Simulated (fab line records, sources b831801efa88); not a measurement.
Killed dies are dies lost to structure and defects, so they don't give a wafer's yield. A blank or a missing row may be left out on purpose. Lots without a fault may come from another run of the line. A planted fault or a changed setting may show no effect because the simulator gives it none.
fab line records | flow sky130
record lots=4 wafers=12 last_day=50
route steps=708 shown CONTACT@422 METAL1@434 VIA1@458 PAD_OPEN@708
lots that met no fault: from a run of the same line without faults
start_h: hours from the record's first day to the start of the lot's first wafer shown | wait_h: hours since the lot's step before | " the same as in the row above | L1.1+2: a row that stands for several wafers | - no value, or no start given | * or withheld: withheld | < > ~ a bound
route shown NAME@n: a module of which the file shows steps, and the number in the route of the first | usual: mean/standard deviation of fault-free wafers | same: alike in all rows | chamber/n: place in a boat | sites: the reading at each site | _std_site: their standard deviation | _edge_site: outer sites' mean less inner sites' | radius_mm: how far each site lies from the wafer's centre | mask NAME#n: copy n | behind: the tool/chamber that last shaped the wafer | hold: why the lot was held/for how many hours/how that ended | device: the transistor (n, p or np) that didn't switch | end of line: the same wafers' tests at the end of the route | a step without rows: its recipe alone | killed: dies lost to structure and defects at the first sort, not the wafer's yield | map: a wafer's dies, x killed, . not, _ none there
set.NAME: the setting as run; set.NAME@STEP: as run at that earlier step | model.NAME: the simulator's own value behind a step, which no gauge read
lots at some steps of the route; a table a step, a row a wafer
services: from which hour (start_h, from the record's first day; less than 0 if before it) a tool's chamber was out of use, for how many hours, and why
## steps
# step SKY_CONTACT_ETCH_16
# recipe chemistry=N2/H2 target=BARC ion_energy_ev=200 source_w=500 bias_w=100 pressure_mtorr=30 n2_flow_sccm=100 h2_flow_sccm=200 stop_on=SiO2 time_s=45.9 target_depth_a=600
# step SKY_CONTACT_ETCH_17
# recipe target=SiO2 chemistry=C4F8/O2/Ar stop_on=Si3N4 mask_material=KrF-thick source_w=1527 bias_w=1200 pressure_mtorr=40 c4f8_flow_sccm=withheld O2_flow_sccm=6 Ar_flow_sccm=300 time_s=withheld target_depth_a=3400
# step SKY_CONTACT_ETCH_18
# recipe target=Si3N4 chemistry=CHF3/O2 stop_on=TiN source_w=600 bias_w=200 pressure_mtorr=40 chf3_flow_sccm=50 O2_flow_sccm=5 time_s=39 target_depth_a=750
# step SKY_CONTACT_STRIP_19
# recipe chemistry=O2/N2 power_w=1400 pressure_mtorr=1500 platen_temp_c=withheld o2_flow_sccm=3000 n2_flow_sccm=300 overash_fraction=0.5
# step SKY_CONTACT_STRIP_20
# recipe chemistry=post_etch_residue_remover time_s=1200 temp_c=72.5
# step SKY_CONTACT_CLEAN_21
# recipe chemistry=IPA time_s=180 temp_c=25
# step SKY_CONTACT_CLEAN_22
# recipe chemistry=O3/DIW dry=n2_spin
# step SKY_CONTACT_SPUTTER_23
# recipe material=TiN target_thk_nm=20 chamber_pressure_pa=5 power_w=4000 time_s=80
# step SKY_CONTACT_CVD_24
# recipe material=W target_thk_nm=340 time_s=102.12 temp_c=400 pressure_torr=40
# step SKY_CONTACT_CMP_27
# recipe stop_on=SiO2 t_overpolish_s=15 down_force_psi=3.5 platen_rpm=60 target_thk_nm=0 pad_velocity_m_s=0.94248
# usual motor_current_A=11.3/1.6 overpolish_run_s=15.000/0.0089 slurry_flow_ml_min=150.0/0.4 time_to_endpoint_s=82/4.4
# columns lot.wafer tool chamber start_h wait_h motor_current_A overpolish_run_s slurry_flow_ml_min time_to_endpoint_s
L378.4 cmp-01 1 812.05 0.1 11.1 15.001 149.8 72
L378.6 " 0 " " 12.0 14.987 150.1 75
L378.5 " 1 " " 12.2 15.011 150.0 77
L379.1 cmp-01 1 815.95 0.1 11.8 14.987 149.7 77
L379.2 " 3 " " 10.4 15.011 149.8 84
L379.5 " 0 " " 11.4 14.984 150.0 79
L385.4 cmp-02 0 854.90 0.3 14.3 14.982 149.6 79
L385.1 " 1 " " 11.7 14.990 149.4 83
L385.3 " 2 " " 10.3 15.006 150.0 84
L390.4 cmp-01 0 891.50 0.2 11.9 14.989 149.2 78
L390.3 " 1 " " 11.9 15.006 150.2 77
L390.5 " 3 " " 10.7 14.983 149.3 81
# step SKY_METAL1_SPUTTER_00
# recipe material=Ti target_thk_nm=15 power_w=3000 time_s=10 chamber_pressure_pa=0.4
# step SKY_METAL1_SPUTTER_01
# recipe material=TiN target_thk_nm=20 power_w=6500 time_s=16.7 chamber_pressure_pa=0.4
# step SKY_METAL1_SPUTTER_02
# recipe material=AlCu target_thk_nm=250 power_w=10600 time_s=13.3 chamber_pressure_pa=0.4
# step SKY_METAL1_SPUTTER_03
# recipe material=Ti target_thk_nm=5 power_w=3000 time_s=3.3 chamber_pressure_pa=0.4
# step SKY_METAL1_SPUTTER_04
# recipe material=TiN target_thk_nm=70 power_w=6500 time_s=58.3 chamber_pressure_pa=0.4
# step SKY_METAL1_DEHYDRATE_07
# recipe temp_c=200 time_s=60
# step SKY_METAL1_HMDS_08
# recipe prime_time_s=60 prime_temp_c=120
# step SKY_METAL1_COAT_09
# recipe resist=BARC temp_c=withheld time_s=withheld spin_rpm=3000 resist_thk_nm=60
# step SKY_METAL1_COAT_10
# recipe resist=KrF-thick spin_rpm=3000 resist_thk_nm=450
# step SKY_METAL1_SOFTBAKE_11
# recipe temp_c=100 time_s=90 resist=KrF-thick
# step SKY_METAL1_EXPOSE_12
# recipe mask_id=MM1 na=0.8 source_shape=annular sigma_inner=0.55 sigma_outer=0.85 target_cd_nm=140 dose_mj=28
# step SKY_METAL1_PEB_13
# recipe peb_temp_c=withheld peb_time_s=withheld resist=KrF-thick
# step SKY_METAL1_DEVELOP_14
# recipe develop_time_s=60 resist=KrF-thick dev_temp_c=21
# step SKY_METAL1_DESCUM_17
# recipe chemistry=O2 source_power_w=150 bias_power_w=0 pressure_mtorr=10 temp_c=40 time_s=8
# step SKY_METAL1_ETCH_18
# recipe chemistry=N2/H2 target=BARC ion_energy_ev=200 bias_w=100 pressure_mtorr=30 n2_flow_sccm=100 h2_flow_sccm=200 icp_w=500 stop_on=SiO2 time_s=47.78 target_depth_a=600
# step SKY_METAL1_METAL_ETCH_19
# recipe target_depth_a=3600 stop_on=SiO2 over_etch_frac=0.3 time_s=78 chemistry=Cl2/BCl3 resist_sidewall_deg=88 pressure_mtorr=10 icp_w=900 bias_w=48.5 Cl2_flow_sccm=60 bcl3_flow_sccm=30
# step SKY_METAL1_STRIP_20
# recipe chemistry=O2/N2 power_w=1400 pressure_mtorr=1500 platen_temp_c=withheld o2_flow_sccm=3000 n2_flow_sccm=300 overash_fraction=0.5
# step SKY_METAL1_STRIP_21
# recipe chemistry=post_etch_residue_remover time_s=1200 temp_c=72.5
# step SKY_METAL1_CLEAN_22
# recipe chemistry=IPA time_s=180 temp_c=25
# step SKY_METAL1_CLEAN_23
# recipe chemistry=O3/DIW dry=n2_spin
# step SKY_VIA1_HDPCVD_00
# recipe material=SiO2 target_thk_nm=1030 sigma_open_frac=0.3 time_s=171.7 temp_c=400 sih4_flow_sccm=60 pressure_mtorr=6
# step SKY_VIA1_CMP_02
# recipe material=SiO2 down_force_psi=4 platen_rpm=60 pad_velocity_m_s=0.94248
# step SKY_VIA1_DEHYDRATE_04
# recipe temp_c=200 time_s=60
# step SKY_PAD_OPEN_PROBE_99
# usual killed_at_M0_to_M3=44/7.1 killed_at_M4_up=3/1.6 killed_at_contacts=24/5.4 killed_at_front_end=15/4.7 killed_at_other=0.3/0.51 killed_dies=87/9.9 killed_on_rim=17/4 killed_open=48/7.6 killed_short=39/6.3
# same gross_dies=492 killed_at_back_side=0
# columns lot.wafer tool chamber start_h wait_h killed_at_M0_to_M3 killed_at_M4_up killed_at_contacts killed_at_front_end killed_at_other killed_dies killed_on_rim killed_open killed_short
L378.4 prober-01 - 1134.35 0.2 36 2 137 9 1 185 33 50 30
L378.5 prober-01 - 1134.40 0.2 42 5 130 9 0 186 39 35 49
L378.6 prober-01 - 1134.45 0.2 33 1 139 8 0 181 40 48 22
L379.1 prober-02 - 1136.24 0.1 31 2 134 18 0 185 37 46 27
L379.2 prober-02 - 1136.29 0.1 37 6 142 13 0 198 37 36 39
L379.5 prober-02 - 1136.44 0.2 37 3 123 8 1 172 33 36 29
L385.1 prober-01 - 1162.33 0.1 56 0 27 19 0 102 19 54 48
L385.3 prober-01 - 1162.43 0.2 46 3 18 13 0 80 12 51 29
L385.4 prober-01 - 1162.48 0.2 48 5 23 8 0 84 20 53 31
L390.3 prober-02 - 1188.74 0.2 26 3 16 17 0 62 11 34 28
L390.4 prober-02 - 1188.79 0.2 40 2 31 25 1 99 14 57 42
L390.5 prober-02 - 1188.84 0.2 40 3 25 16 0 84 22 44 40
# killed by level:class
L378.4 CONTACT:unspecified=105 CONTACT:geometric_particle:open=15 VIA1:geometric_particle:open=11 VIA1:geometric_particle:short=7 VIA2:geometric_particle:open=6 LI_CONTACT:geometric_particle:open=5 LOCAL_INTERCONNECT:geometric_particle:short=4 CONTACT:geometric_particle:short=4
L378.5 CONTACT:unspecified=102 VIA1:geometric_particle:open=10 VIA1:geometric_particle:short=9 CONTACT:geometric_particle:short=8 LI_CONTACT:geometric_particle:open=7 FIELD_ISO:geometric_particle:short=6 LOCAL_INTERCONNECT:geometric_particle:short=6 VIA2:geometric_particle:open=6
L378.6 CONTACT:unspecified=111 CONTACT:geometric_particle:open=11 VIA2:geometric_particle:open=9 METAL1:geometric_particle:short=6 LI_CONTACT:geometric_particle:open=5 LOCAL_INTERCONNECT:geometric_particle:open=5 VIA1:geometric_particle:open=5 CONTACT:geometric_particle:short=4
L379.1 CONTACT:unspecified=112 VIA1:geometric_particle:open=9 FIELD_ISO:geometric_particle:open=8 VIA2:geometric_particle:open=8 LI_CONTACT:geometric_particle:open=6 CONTACT:geometric_particle:open=5 CONTACT:geometric_particle:short=5 LOCAL_INTERCONNECT:geometric_particle:short=4
L379.2 CONTACT:unspecified=123 VIA1:geometric_particle:open=10 CONTACT:geometric_particle:open=7 CONTACT:geometric_particle:short=6 METAL2:geometric_particle:short=6 FIELD_ISO:geometric_particle:short=5 METAL4:geometric_particle:short=5 FIELD_ISO:geometric_particle:open=4
L379.5 CONTACT:unspecified=107 VIA1:geometric_particle:open=12 METAL1:geometric_particle:short=10 CONTACT:geometric_particle:open=5 VIA3:geometric_particle:open=4 VIA2:geometric_particle:open=4 FIELD_ISO:geometric_particle:open=3 CONTACT:geometric_particle:short=3
L385.1 CONTACT:geometric_particle:open=13 VIA3:geometric_particle:open=12 VIA1:geometric_particle:open=10 METAL2:geometric_particle:short=7 METAL1:geometric_particle:short=6 VIA3:geometric_particle:short=5 METAL3:geometric_particle:short=5 FIELD_ISO:geometric_particle:open=4
L385.3 VIA1:geometric_particle:open=13 CONTACT:geometric_particle:open=7 VIA3:geometric_particle:open=7 VIA2:geometric_particle:open=7 FIELD_ISO:geometric_particle:open=4 FIELD_ISO:geometric_particle:short=4 METAL2:geometric_particle:short=4 VIA2:geometric_particle:short=4
L385.4 VIA1:geometric_particle:open=13 LI_CONTACT:geometric_particle:open=9 CONTACT:geometric_particle:open=7 VIA2:geometric_particle:open=6 POLY_GATE:geometric_particle:open=4 VIA3:geometric_particle:open=4 VIA1:geometric_particle:short=4 METAL2:geometric_particle:short=4
L390.3 CONTACT:geometric_particle:open=6 POLY_GATE:geometric_particle:open=5 VIA1:geometric_particle:open=5 FIELD_ISO:geometric_particle:short=4 CONTACT:geometric_particle:short=4 VIA2:geometric_particle:open=4 VIA3:geometric_particle:open=4 FIELD_ISO:geometric_particle:open=3
L390.4 LI_CONTACT:geometric_particle:open=11 POLY_GATE:geometric_particle:open=8 VIA3:geometric_particle:open=8 VIA1:geometric_particle:open=8 LI_CONTACT:geometric_particle:short=6 CONTACT:geometric_particle:open=6 METAL2:geometric_particle:short=6 FIELD_ISO:geometric_particle:open=5
L390.5 CONTACT:geometric_particle:open=8 CONTACT:geometric_particle:short=7 VIA1:geometric_particle:open=7 METAL2:geometric_particle:short=6 VIA2:geometric_particle:open=6 FIELD_ISO:geometric_particle:open=5 LI_CONTACT:geometric_particle:open=5 METAL1:geometric_particle:short=5
# map L378.5 (x killed, . not)
__________x.x.....xx_________
________x.xxxx........_______
______xx.........xx...xx_____
_____xxx...xxxx....xx....____
____xx.x...x.x..x.x....x..___
___.x..x.x...x..xxx.xxxx.x.__
__x....x..xx......x.xx..x.x._
_x......xx.......x..x.xxx....
_x.x.x.x...x..xx...x..x..xx..
_.........x.x..x.xx.xx..x....
_..xx....xx........xx.x.x...x
_xxx.x.x..x..x....x.x.....x.x
_....xx.x...xxx..x.x..x..xxx.
_x.x......x..x...xxx..xx...x.
_x..x.x..x.xxxxxx...x.x...x..
__.xx...xx...x...x...xx.x.xx_
___.x.x.x.x...xxx....x.....__
____x...x..x.x..xxx.x..x.x___
_____x..xx.x.xx.x...x..x.____
______......xxx...x...x._____
________x....xx...x..._______
__________.x.xxx...._________
# map L379.2 (x killed, . not)
__________....x.xxx._________
________.x..x......x.x_______
______.x..x....x.x.xx..._____
_____x.x....x.x...x.x....____
____.x.x.....x.....x...xxx___
___....xxxxxx..x...x..xx...__
__.xx..x..xx.xx.xxxxx.x..x.x_
_...x.x.x..xx.x.xxxxx..x..x..
_x.xx...xxxxxx....x...x..xxx.
_.x..x.xxx.x..x....x...xxx...
_x....x.xx......xxx.x.xx..x.x
_..x.xx..xx.x........x..xx..x
_xx.....xx......xxx...x.xxx.x
_...x.x.x.x.......x.x.x.x....
_xxx.xxxxx.x...x.x.xx.xx.x.xx
__..x..x..xx.x.....x.xx...x._
___x.x.....x..xxxx..x.x...x__
____.xx.xx.xx.x..x.......x___
_____x..x..x..xx...xx...x____
______..x..x..x....x...._____
________x.x....xx.xx.._______
__________x.....x..._________
## services
# columns tool chamber start_h hours kind
cmp-02 - 801.90 0.3 repair
cmp-01 - 839.18 0.9 repair
cmp-01 - 850.44 7.2 pm
cmp-02 - 869.08 0.5 repair
cmp-02 - 885.63 1.4 repair
## key
first_sign step=SKY_PAD_OPEN_PROBE_99 reading=killed_at_contacts direction=up sigmas=20 usual=24 struck=134
effect step=SKY_PAD_OPEN_PROBE_99 reading=killed_dies direction=up sigmas=9.8 usual=87 struck=184
met_at SKY_CONTACT_CMP_27
struck_wafers L378.4,L378.5,L378.6,L379.1,L379.2,L379.5
tester_left_out L378,L379
fault kind=chamber_particle_source tool=cmp-01 chamber=- onset_h=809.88 steps=SKY_CONTACT_CMP_27 rate_per_visit_cm2=0.53926 end_h=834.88
# tester_left_out: of these lots the tester's yield and bins aren't shown, on N5 and GAA mostly nor the transistor test; their killed dies are dies lost to structure and defects alone, not to doping, threshold or leakage, so they don't give the yield
